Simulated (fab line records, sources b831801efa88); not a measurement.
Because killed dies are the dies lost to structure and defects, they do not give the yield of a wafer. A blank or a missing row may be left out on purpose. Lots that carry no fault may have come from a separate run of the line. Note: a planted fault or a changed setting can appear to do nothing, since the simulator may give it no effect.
fab line records / flow sky130
[record] lots = 6 wafers = 14 lastDay = 50
route steps=708 shown LOCAL_INTERCONNECT@389 PAD_OPEN@708
lots that met no fault: from a run of the same line without faults
startH: start of the lot's first displayed wafer, in hours after the record's first day / waitH: hours elapsed since this lot's preceding step / " the same as in the row above / L1.1+2: several wafers, shown together as one row / - no value, or no start given / * or withheld: withheld / < > ~ a bound
route shown NAME@n: names a module that has steps shown in the file, with the first one's number in the route / usual: mean/standard deviation of fault-free wafers / same: alike in all rows / chamber/n: place in a boat / sites: per-site readings / _std_site: standard deviation of those values / _edge_site: mean of outer sites minus mean of inner sites / radiusMm: how far each site lies from the wafer's centre / mask NAME#n: copy n / behind: the last tool/chamber to shape the wafer / hold: why the lot went on hold/how many hours it stayed there/how the hold came to an end / device: the transistor (n, p or np) that didn't switch / end of line: tests of these same wafers at the route's end / where a step has no rows: the recipe by itself / killed: dies that structure and defects cost at the first sort, which is not the same as the wafer's yield / map: per-die view of a wafer (x killed, . not killed, _ where there is no die)
set.NAME: the run value of the setting; set.NAME@STEP: its run value at that earlier step / model.NAME: the simulator's own value behind a step, which no gauge read
a table for each step, a row for each wafer; lots at some steps of the route
services: a tool's chamber out of use, with start hour (startH, from the record's first day; less than 0 if before it), hours out, and reason
[[steps]]
[step SKY_LOCAL_INTERCONNECT_THK_MEAS_02]
[recipe] thkMeasGauge = xrf reads = TiN_of_LOCAL_INTERCONNECT_SPUTTER_00
[usual] LOCAL_INTERCONNECT_TIN_THK = 98.7/1.4
lot.wafer=L370.2 tool=filmMetro-01 chamber=- startH=702.87 waitH=0.1 LOCAL_INTERCONNECT_TIN_THK[nm]=100.7
lot.wafer=L370.4 tool=filmMetro-01 chamber=- startH=702.87 waitH=0.1 LOCAL_INTERCONNECT_TIN_THK[nm]=99.5
lot.wafer=L370.5 tool=filmMetro-01 chamber=- startH=702.87 waitH=0.1 LOCAL_INTERCONNECT_TIN_THK[nm]=101.3
lot.wafer=L372.1 tool=filmMetro-02 chamber=- startH=719.14 waitH=0.1 LOCAL_INTERCONNECT_TIN_THK[nm]=99.3
lot.wafer=L372.2 tool=filmMetro-02 chamber=- startH=719.14 waitH=0.1 LOCAL_INTERCONNECT_TIN_THK[nm]=101.0
lot.wafer=L372.4 tool=filmMetro-02 chamber=- startH=719.14 waitH=0.1 LOCAL_INTERCONNECT_TIN_THK[nm]=100.4
lot.wafer=L384.2 tool=filmMetro-04 chamber=- startH=802.15 waitH=0.1 LOCAL_INTERCONNECT_TIN_THK[nm]=97.4
lot.wafer=L388.3 tool=filmMetro-04 chamber=- startH=832.51 waitH=0.1 LOCAL_INTERCONNECT_TIN_THK[nm]=97.9
lot.wafer=L390.1 tool=filmMetro-02 chamber=- startH=844.36 waitH=0.1 LOCAL_INTERCONNECT_TIN_THK[nm]=98.9
lot.wafer=L390.2 tool=filmMetro-02 chamber=- startH=844.36 waitH=0.1 LOCAL_INTERCONNECT_TIN_THK[nm]=99.3
lot.wafer=L390.6 tool=filmMetro-02 chamber=- startH=844.36 waitH=0.1 LOCAL_INTERCONNECT_TIN_THK[nm]=98.7
lot.wafer=L391.3 tool=filmMetro-04 chamber=- startH=853.11 waitH=0.1 LOCAL_INTERCONNECT_TIN_THK[nm]=97.8
lot.wafer=L391.5 tool=filmMetro-04 chamber=- startH=853.11 waitH=0.1 LOCAL_INTERCONNECT_TIN_THK[nm]=97.2
lot.wafer=L391.6 tool=filmMetro-04 chamber=- startH=853.11 waitH=0.1 LOCAL_INTERCONNECT_TIN_THK[nm]=97.7
[step SKY_LOCAL_INTERCONNECT_DEHYDRATE_03]
[recipe] tempC = 200 timeS = 60
[step SKY_LOCAL_INTERCONNECT_HMDS_04]
[recipe] primeTimeS = 60 primeTempC = 120
[step SKY_LOCAL_INTERCONNECT_COAT_05]
[recipe] resist = BARC tempC = withheld timeS = withheld spinRpm = 3000 resistThkNm = 60
[step SKY_LOCAL_INTERCONNECT_COAT_06]
[recipe] resist = KrF-thick spinRpm = 3000 resistThkNm = 450
[step SKY_LOCAL_INTERCONNECT_SOFTBAKE_07]
[recipe] tempC = 100 timeS = 90 resist = KrF-thick
[step SKY_LOCAL_INTERCONNECT_EXPOSE_08]
[recipe] maskId = LI1M na = 0.8 sourceShape = annular sigmaInner = 0.55 sigmaOuter = 0.85 targetCdNm = 170 doseMj = 28
[step SKY_LOCAL_INTERCONNECT_PEB_09]
[recipe] pebTempC = withheld pebTimeS = withheld resist = KrF-thick
[step SKY_LOCAL_INTERCONNECT_DEVELOP_10]
[recipe] developTimeS = 60 resist = KrF-thick devTempC = 21
[step SKY_LOCAL_INTERCONNECT_CD_MEAS_11]
[recipe] targetCdNm = 170
[usual] cdNm = 170.7/1.4
lot.wafer=L370.2 tool=cdSem-02 chamber=- startH=731.51 waitH=- cdNm=169.9
lot.wafer=L370.4 tool=cdSem-02 chamber=- startH=731.51 waitH=- cdNm=169.0
lot.wafer=L370.5 tool=cdSem-02 chamber=- startH=731.51 waitH=- cdNm=170.7
lot.wafer=L372.1 tool=cdSem-02 chamber=- startH=745.99 waitH=- cdNm=171.2
lot.wafer=L372.2 tool=cdSem-02 chamber=- startH=745.99 waitH=- cdNm=172.2
lot.wafer=L372.4 tool=cdSem-02 chamber=- startH=745.99 waitH=- cdNm=170.6
lot.wafer=L384.2 tool=cdSem-02 chamber=- startH=829.16 waitH=- cdNm=170.9
lot.wafer=L388.3 tool=cdSem-01 chamber=- startH=859.78 waitH=- cdNm=171.2
lot.wafer=L390.1 tool=cdSem-01 chamber=- startH=870.74 waitH=- cdNm=170.9
lot.wafer=L390.2 tool=cdSem-01 chamber=- startH=870.74 waitH=- cdNm=170.7
lot.wafer=L390.6 tool=cdSem-01 chamber=- startH=870.74 waitH=- cdNm=170.4
lot.wafer=L391.3 tool=cdSem-02 chamber=- startH=880.18 waitH=- cdNm=170.3
lot.wafer=L391.5 tool=cdSem-02 chamber=- startH=880.18 waitH=- cdNm=170.6
lot.wafer=L391.6 tool=cdSem-02 chamber=- startH=880.18 waitH=- cdNm=169.8
[step SKY_LOCAL_INTERCONNECT_OVL_MEAS_12]
[usual] LOCAL_INTERCONNECT_OVL = 2/5.7
lot.wafer=L370.2 tool=overlay-01 chamber=- startH=731.62 waitH=0.1 LOCAL_INTERCONNECT_OVL[nm]=-2
lot.wafer=L370.4 tool=overlay-01 chamber=- startH=731.62 waitH=0.1 LOCAL_INTERCONNECT_OVL[nm]=0
lot.wafer=L370.5 tool=overlay-01 chamber=- startH=731.62 waitH=0.1 LOCAL_INTERCONNECT_OVL[nm]=-2
lot.wafer=L372.1 tool=overlay-01 chamber=- startH=746.11 waitH=0.1 LOCAL_INTERCONNECT_OVL[nm]=13
lot.wafer=L372.2 tool=overlay-01 chamber=- startH=746.11 waitH=0.1 LOCAL_INTERCONNECT_OVL[nm]=3
lot.wafer=L372.4 tool=overlay-01 chamber=- startH=746.11 waitH=0.1 LOCAL_INTERCONNECT_OVL[nm]=3
lot.wafer=L384.2 tool=overlay-01 chamber=- startH=829.26 waitH=0.1 LOCAL_INTERCONNECT_OVL[nm]=1
lot.wafer=L388.3 tool=overlay-01 chamber=- startH=859.87 waitH=0.1 LOCAL_INTERCONNECT_OVL[nm]=0
lot.wafer=L390.1 tool=overlay-01 chamber=- startH=870.86 waitH=0.1 LOCAL_INTERCONNECT_OVL[nm]=-5
lot.wafer=L390.2 tool=overlay-01 chamber=- startH=870.86 waitH=0.1 LOCAL_INTERCONNECT_OVL[nm]=1
lot.wafer=L390.6 tool=overlay-01 chamber=- startH=870.86 waitH=0.1 LOCAL_INTERCONNECT_OVL[nm]=1
lot.wafer=L391.3 tool=overlay-02 chamber=- startH=880.27 waitH=0.1 LOCAL_INTERCONNECT_OVL[nm]=6
lot.wafer=L391.5 tool=overlay-02 chamber=- startH=880.27 waitH=0.1 LOCAL_INTERCONNECT_OVL[nm]=-3
lot.wafer=L391.6 tool=overlay-02 chamber=- startH=880.27 waitH=0.1 LOCAL_INTERCONNECT_OVL[nm]=2
[step SKY_LOCAL_INTERCONNECT_ETCH_13]
[recipe] chemistry = N2/H2 target = BARC ionEnergyEv = 200 biasW = 100 pressureMtorr = 30 n2FlowSccm = 100 h2FlowSccm = 200 icpW = 500 stopOn = SiO2 timeS = 45.9 targetDepthA = 600
[usual] drypumpMotorCurrentA = 5.9/0.57 oesProductAu = 0.856/0.005 throttleValvePct = 13.225/0.0086
lot.wafer=L370.2 tool=rieMetal-01 chamber=1 startH=731.65 waitH=0.0 drypumpMotorCurrentA=4.8 oesProductAu=0.849 rfHoursCounterH=12 throttleValvePct=13.220
lot.wafer=L370.4 tool=rieMetal-01 chamber=1 startH=731.65 waitH=0.0 drypumpMotorCurrentA=4.8 oesProductAu=0.860 rfHoursCounterH=- throttleValvePct=13.217
lot.wafer=L370.5 tool=rieMetal-01 chamber=0 startH=731.65 waitH=0.0 drypumpMotorCurrentA=6.4 oesProductAu=0.852 rfHoursCounterH=- throttleValvePct=13.225
lot.wafer=L372.1 tool=rieMetal-04 chamber=1 startH=746.15 waitH=0.0 drypumpMotorCurrentA=6.6 oesProductAu=0.852 rfHoursCounterH=11 throttleValvePct=13.224
lot.wafer=L372.2 tool=rieMetal-04 chamber=0 startH=746.15 waitH=0.0 drypumpMotorCurrentA=5.7 oesProductAu=0.854 rfHoursCounterH=2 throttleValvePct=13.231
lot.wafer=L372.4 tool=rieMetal-04 chamber=0 startH=746.15 waitH=0.0 drypumpMotorCurrentA=5.7 oesProductAu=0.865 rfHoursCounterH=- throttleValvePct=13.224
lot.wafer=L384.2 tool=rieMetal-04 chamber=0 startH=829.32 waitH=0.0 drypumpMotorCurrentA=5.7 oesProductAu=0.863 rfHoursCounterH=- throttleValvePct=13.215
lot.wafer=L388.3 tool=rieMetal-04 chamber=1 startH=859.92 waitH=0.0 drypumpMotorCurrentA=6.6 oesProductAu=0.857 rfHoursCounterH=- throttleValvePct=13.224
lot.wafer=L390.1 tool=rieMetal-01 chamber=1 startH=870.89 waitH=0.0 drypumpMotorCurrentA=4.9 oesProductAu=0.855 rfHoursCounterH=4 throttleValvePct=13.217
lot.wafer=L390.2 tool=rieMetal-01 chamber=0 startH=870.89 waitH=0.0 drypumpMotorCurrentA=6.4 oesProductAu=0.856 rfHoursCounterH=13 throttleValvePct=13.231
lot.wafer=L390.6 tool=rieMetal-01 chamber=1 startH=870.89 waitH=0.0 drypumpMotorCurrentA=4.8 oesProductAu=0.854 rfHoursCounterH=- throttleValvePct=13.228
lot.wafer=L391.3 tool=rieMetal-01 chamber=0 startH=880.32 waitH=0.0 drypumpMotorCurrentA=6.4 oesProductAu=0.861 rfHoursCounterH=- throttleValvePct=13.219
lot.wafer=L391.5 tool=rieMetal-01 chamber=1 startH=880.32 waitH=0.0 drypumpMotorCurrentA=4.8 oesProductAu=0.859 rfHoursCounterH=- throttleValvePct=13.236
lot.wafer=L391.6 tool=rieMetal-01 chamber=0 startH=880.32 waitH=0.0 drypumpMotorCurrentA=6.4 oesProductAu=0.848 rfHoursCounterH=- throttleValvePct=13.212
[step SKY_LOCAL_INTERCONNECT_METAL_ETCH_14]
[recipe] targetDepthNm = 110 stopOn = PSG chemistry = Cl2/BCl3 target = TiN resistSidewallDeg = 88 pressureMtorr = 10 icpW = 900 biasW = 48.5 Cl2_flow_sccm = 60 bcl3FlowSccm = 30 timeS = 31.4
[usual] bcl3FlowSccm = 30.01/0.097 drypumpMotorCurrentA = 5.9/0.57 mfcCl2Sccm = 59.99/0.16 oesProductAu = 0.939/0.0074 throttleValvePct = 21.902/0.0097
lot.wafer=L370.2 tool=rieMetal-01 chamber=1 startH=731.73 waitH=0.1 bcl3FlowSccm=30.05 drypumpMotorCurrentA=4.8 mfcCl2Sccm=59.85 oesProductAu=0.954 rfHoursCounterH=12 throttleValvePct=21.907
lot.wafer=L370.4 tool=rieMetal-01 chamber=1 startH=731.73 waitH=0.1 bcl3FlowSccm=29.93 drypumpMotorCurrentA=4.8 mfcCl2Sccm=59.93 oesProductAu=0.948 rfHoursCounterH=- throttleValvePct=21.892
lot.wafer=L370.5 tool=rieMetal-01 chamber=0 startH=731.73 waitH=0.1 bcl3FlowSccm=29.84 drypumpMotorCurrentA=6.4 mfcCl2Sccm=59.85 oesProductAu=0.947 rfHoursCounterH=- throttleValvePct=21.906
lot.wafer=L372.1 tool=rieMetal-04 chamber=1 startH=746.21 waitH=0.0 bcl3FlowSccm=30.10 drypumpMotorCurrentA=6.5 mfcCl2Sccm=59.70 oesProductAu=0.932 rfHoursCounterH=11 throttleValvePct=21.905
lot.wafer=L372.2 tool=rieMetal-04 chamber=0 startH=746.21 waitH=0.0 bcl3FlowSccm=30.04 drypumpMotorCurrentA=5.6 mfcCl2Sccm=60.15 oesProductAu=0.942 rfHoursCounterH=2 throttleValvePct=21.904
lot.wafer=L372.4 tool=rieMetal-04 chamber=0 startH=746.21 waitH=0.0 bcl3FlowSccm=30.05 drypumpMotorCurrentA=5.6 mfcCl2Sccm=59.99 oesProductAu=0.946 rfHoursCounterH=- throttleValvePct=21.901
lot.wafer=L384.2 tool=rieMetal-04 chamber=0 startH=829.44 waitH=0.1 bcl3FlowSccm=30.06 drypumpMotorCurrentA=5.6 mfcCl2Sccm=60.22 oesProductAu=0.907 rfHoursCounterH=- throttleValvePct=21.921
lot.wafer=L388.3 tool=rieMetal-04 chamber=1 startH=859.98 waitH=0.0 bcl3FlowSccm=30.05 drypumpMotorCurrentA=6.5 mfcCl2Sccm=60.30 oesProductAu=0.896 rfHoursCounterH=- throttleValvePct=21.934
lot.wafer=L390.1 tool=rieMetal-01 chamber=1 startH=870.96 waitH=0.0 bcl3FlowSccm=30.11 drypumpMotorCurrentA=4.9 mfcCl2Sccm=60.00 oesProductAu=0.939 rfHoursCounterH=4 throttleValvePct=21.912
lot.wafer=L390.2 tool=rieMetal-01 chamber=0 startH=870.96 waitH=0.0 bcl3FlowSccm=30.02 drypumpMotorCurrentA=6.4 mfcCl2Sccm=59.86 oesProductAu=0.943 rfHoursCounterH=13 throttleValvePct=21.886
lot.wafer=L390.6 tool=rieMetal-01 chamber=1 startH=870.96 waitH=0.0 bcl3FlowSccm=29.81 drypumpMotorCurrentA=4.8 mfcCl2Sccm=59.99 oesProductAu=0.929 rfHoursCounterH=- throttleValvePct=21.907
lot.wafer=L391.3 tool=rieMetal-01 chamber=0 startH=880.38 waitH=0.0 bcl3FlowSccm=30.07 drypumpMotorCurrentA=6.4 mfcCl2Sccm=59.96 oesProductAu=0.938 rfHoursCounterH=- throttleValvePct=21.904
lot.wafer=L391.5 tool=rieMetal-01 chamber=1 startH=880.38 waitH=0.0 bcl3FlowSccm=30.03 drypumpMotorCurrentA=4.8 mfcCl2Sccm=60.02 oesProductAu=0.932 rfHoursCounterH=- throttleValvePct=21.904
lot.wafer=L391.6 tool=rieMetal-01 chamber=0 startH=880.38 waitH=0.0 bcl3FlowSccm=29.92 drypumpMotorCurrentA=6.4 mfcCl2Sccm=60.14 oesProductAu=0.937 rfHoursCounterH=- throttleValvePct=21.916
[step SKY_LOCAL_INTERCONNECT_STRIP_15]
[recipe] chemistry = O2/N2 powerW = 1400 pressureMtorr = 1500 platenTempC = withheld o2FlowSccm = 3000 n2FlowSccm = 300 overashFraction = 0.5
[usual] drypumpMotorCurrentA = 5.66/0.27 oesProductAu = 0.427/0.0044 stripTimeToEndpointS = 4.723/0.022
lot.wafer=L370.2 tool=plasmaAsher-04 chamber=1 startH=731.80 waitH=0.0 drypumpMotorCurrentA=5.85 oesProductAu=0.434 rfHoursCounterH=31 stripTimeToEndpointS=4.737
lot.wafer=L370.4 tool=plasmaAsher-04 chamber=0 startH=731.80 waitH=0.0 drypumpMotorCurrentA=5.90 oesProductAu=0.425 rfHoursCounterH=- stripTimeToEndpointS=4.724
lot.wafer=L370.5 tool=plasmaAsher-04 chamber=1 startH=731.80 waitH=0.0 drypumpMotorCurrentA=5.87 oesProductAu=0.429 rfHoursCounterH=- stripTimeToEndpointS=4.731
lot.wafer=L372.1 tool=plasmaAsher-02 chamber=1 startH=746.26 waitH=0.0 drypumpMotorCurrentA=5.96 oesProductAu=0.427 rfHoursCounterH=0 stripTimeToEndpointS=4.766
lot.wafer=L372.2 tool=plasmaAsher-02 chamber=0 startH=746.26 waitH=0.0 drypumpMotorCurrentA=5.69 oesProductAu=0.431 rfHoursCounterH=0 stripTimeToEndpointS=4.738
lot.wafer=L372.4 tool=plasmaAsher-02 chamber=1 startH=746.26 waitH=0.0 drypumpMotorCurrentA=5.94 oesProductAu=0.426 rfHoursCounterH=- stripTimeToEndpointS=4.737
lot.wafer=L384.2 tool=plasmaAsher-02 chamber=0 startH=829.52 waitH=0.1 drypumpMotorCurrentA=5.70 oesProductAu=0.424 rfHoursCounterH=8 stripTimeToEndpointS=4.695
lot.wafer=L388.3 tool=plasmaAsher-03 chamber=0 startH=860.04 waitH=0.1 drypumpMotorCurrentA=5.32 oesProductAu=0.423 rfHoursCounterH=- stripTimeToEndpointS=4.702
lot.wafer=L390.1 tool=plasmaAsher-02 chamber=1 startH=871.01 waitH=0.0 drypumpMotorCurrentA=5.92 oesProductAu=0.424 rfHoursCounterH=13 stripTimeToEndpointS=4.710
lot.wafer=L390.2 tool=plasmaAsher-02 chamber=0 startH=871.01 waitH=0.0 drypumpMotorCurrentA=5.67 oesProductAu=0.419 rfHoursCounterH=13 stripTimeToEndpointS=4.681
lot.wafer=L390.6 tool=plasmaAsher-02 chamber=0 startH=871.01 waitH=0.0 drypumpMotorCurrentA=5.67 oesProductAu=0.425 rfHoursCounterH=- stripTimeToEndpointS=4.695
lot.wafer=L391.3 tool=plasmaAsher-03 chamber=0 startH=880.44 waitH=0.1 drypumpMotorCurrentA=5.31 oesProductAu=0.424 rfHoursCounterH=- stripTimeToEndpointS=4.707
lot.wafer=L391.5 tool=plasmaAsher-03 chamber=1 startH=880.44 waitH=0.1 drypumpMotorCurrentA=5.25 oesProductAu=0.422 rfHoursCounterH=- stripTimeToEndpointS=4.716
lot.wafer=L391.6 tool=plasmaAsher-03 chamber=0 startH=880.44 waitH=0.1 drypumpMotorCurrentA=5.32 oesProductAu=0.431 rfHoursCounterH=- stripTimeToEndpointS=4.706
[step SKY_PAD_OPEN_PROBE_99]
[usual] killed_at_M0_to_M3 = 42/6.7 killed_at_M4_up = 3.0/1.9 killedAtContacts = 24/5.3 killedAtFrontEnd = 16/4.3 killedAtOther = 0.4/0.71 killedDies = 85/9.6 killedOpen = 46/6.5 killedShort = 39/6.7
[same] grossDies = 492 killedAtBackSide = 0
lot.wafer=L390.1 tool=prober-01 chamber=- startH=1202.26 waitH=0.1 killed_at_M0_to_M3=48 killed_at_M4_up=6 killedAtContacts=28 killedAtFrontEnd=13 killedAtOther=0 killedDies=95 killedOpen=52 killedShort=43
lot.wafer=L390.2 tool=prober-01 chamber=- startH=1202.31 waitH=0.1 killed_at_M0_to_M3=41 killed_at_M4_up=3 killedAtContacts=24 killedAtFrontEnd=15 killedAtOther=0 killedDies=83 killedOpen=46 killedShort=37
lot.wafer=L390.6 tool=prober-01 chamber=- startH=1202.51 waitH=0.2 killed_at_M0_to_M3=41 killed_at_M4_up=8 killedAtContacts=24 killedAtFrontEnd=12 killedAtOther=1 killedDies=86 killedOpen=41 killedShort=45
lot.wafer=L391.3 tool=prober-02 chamber=- startH=1208.82 waitH=0.2 killed_at_M0_to_M3=44 killed_at_M4_up=6 killedAtContacts=30 killedAtFrontEnd=14 killedAtOther=0 killedDies=94 killedOpen=58 killedShort=36
lot.wafer=L391.5 tool=prober-02 chamber=- startH=1208.92 waitH=0.2 killed_at_M0_to_M3=42 killed_at_M4_up=5 killedAtContacts=21 killedAtFrontEnd=16 killedAtOther=0 killedDies=84 killedOpen=53 killedShort=31
lot.wafer=L391.6 tool=prober-02 chamber=- startH=1208.97 waitH=0.2 killed_at_M0_to_M3=34 killed_at_M4_up=3 killedAtContacts=26 killedAtFrontEnd=15 killedAtOther=2 killedDies=80 killedOpen=47 killedShort=33
// killed by level:class
L390.1 CONTACT:geometricParticle:open=12 VIA2:geometricParticle:open=11 VIA1:geometricParticle:open=11 VIA1:geometricParticle:short=9 METAL1:geometricParticle:short=9 LI_CONTACT:geometricParticle:open=6 METAL4:geometricParticle:short=6 FIELD_ISO:geometricParticle:open=5
L390.2 CONTACT:geometricParticle:open=9 VIA2:geometricParticle:open=9 LI_CONTACT:geometricParticle:open=7 VIA3:geometricParticle:open=7 VIA1:geometricParticle:short=7 VIA1:geometricParticle:open=7 CONTACT:geometricParticle:short=5 METAL2:geometricParticle:short=5
L390.6 VIA1:geometricParticle:open=9 METAL2:geometricParticle:short=8 LI_CONTACT:geometricParticle:open=7 METAL4:geometricParticle:short=6 CONTACT:geometricParticle:open=6 LOCAL_INTERCONNECT:geometricParticle:short=5 VIA3:geometricParticle:open=5 VIA2:geometricParticle:short=4
L391.3 LI_CONTACT:geometricParticle:open=12 VIA1:geometricParticle:open=11 VIA2:geometricParticle:open=7 LI_CONTACT:geometricParticle:short=6 CONTACT:geometricParticle:open=6 VIA3:geometricParticle:open=6 VIA1:geometricParticle:short=5 FIELD_ISO:geometricParticle:open=5
L391.5 VIA1:geometricParticle:open=10 LI_CONTACT:geometricParticle:open=7 VIA3:geometricParticle:open=7 CONTACT:geometricParticle:open=7 VIA2:geometricParticle:open=7 VIA1:geometricParticle:short=6 FIELD_ISO:geometricParticle:open=5 FIELD_ISO:geometricParticle:short=4
L391.6 LI_CONTACT:geometricParticle:open=9 CONTACT:geometricParticle:open=7 VIA1:geometricParticle:open=7 VIA2:geometricParticle:open=6 FIELD_ISO:geometricParticle:open=5 METAL2:geometricParticle:short=5 POLY_GATE:geometricParticle:open=4 LI_CONTACT:geometricParticle:short=4
[[services]]
tool=plasmaAsher-02 chamber=- startH=733.75 hours=9.0 kind=pm
tool=plasmaAsher-02 chamber=0 startH=733.75 hours=9.0 kind=ventCycle
tool=plasmaAsher-02 chamber=1 startH=733.75 hours=9.0 kind=ventCycle
tool=rieMetal-04 chamber=- startH=736.87 hours=2.8 kind=pm
tool=plasmaAsher-02 chamber=0 startH=742.75 hours=- kind=clean
tool=plasmaAsher-02 chamber=1 startH=742.75 hours=- kind=clean
tool=rieMetal-01 chamber=1 startH=749.31 hours=- kind=clean
tool=rieMetal-01 chamber=1 startH=749.31 hours=16.8 kind=scheduledDown
tool=rieMetal-01 chamber=1 startH=749.31 hours=16.8 kind=ventCycle
tool=rieMetal-01 chamber=- startH=770.47 hours=4.7 kind=repair
tool=rieMetal-04 chamber=0 startH=786.21 hours=15.9 kind=repair
tool=rieMetal-04 chamber=1 startH=821.46 hours=- kind=clean
tool=rieMetal-04 chamber=1 startH=821.46 hours=12.7 kind=scheduledDown
tool=rieMetal-04 chamber=1 startH=821.46 hours=12.7 kind=ventCycle
tool=rieMetal-04 chamber=0 startH=824.26 hours=3.5 kind=repair
tool=plasmaAsher-04 chamber=- startH=824.86 hours=14.6 kind=pm
tool=plasmaAsher-03 chamber=- startH=838.77 hours=1.8 kind=repair
tool=rieMetal-04 chamber=- startH=841.41 hours=6.6 kind=repair
[[key]]
[firstSign] step = SKY_LOCAL_INTERCONNECT_METAL_ETCH_14 reading = oesProductAu direction = down sigmas = 5 usual = 0.939 struck = 0.902
effect none on later readings
metAt SKY_LOCAL_INTERCONNECT_METAL_ETCH_14
struckWafers L384.2,L388.3
testerLeftOut L384,L388
onsetBetween 746.21 829.44
[fault] kind = processParameterDrift tool = rieMetal-04 chamber = - onsetH = 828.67 steps = SKY_LOCAL_INTERCONNECT_METAL_ETCH_14 channel = timeS offset = * shape = step endH = 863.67 actsIn = * stated = *
// testerLeftOut: of these lots the tester's yield and bins aren't shown, on N5 and GAA mostly nor the transistor test; their killed dies are dies lost to structure and defects alone, not to doping, threshold or leakage, so they don't give the yield
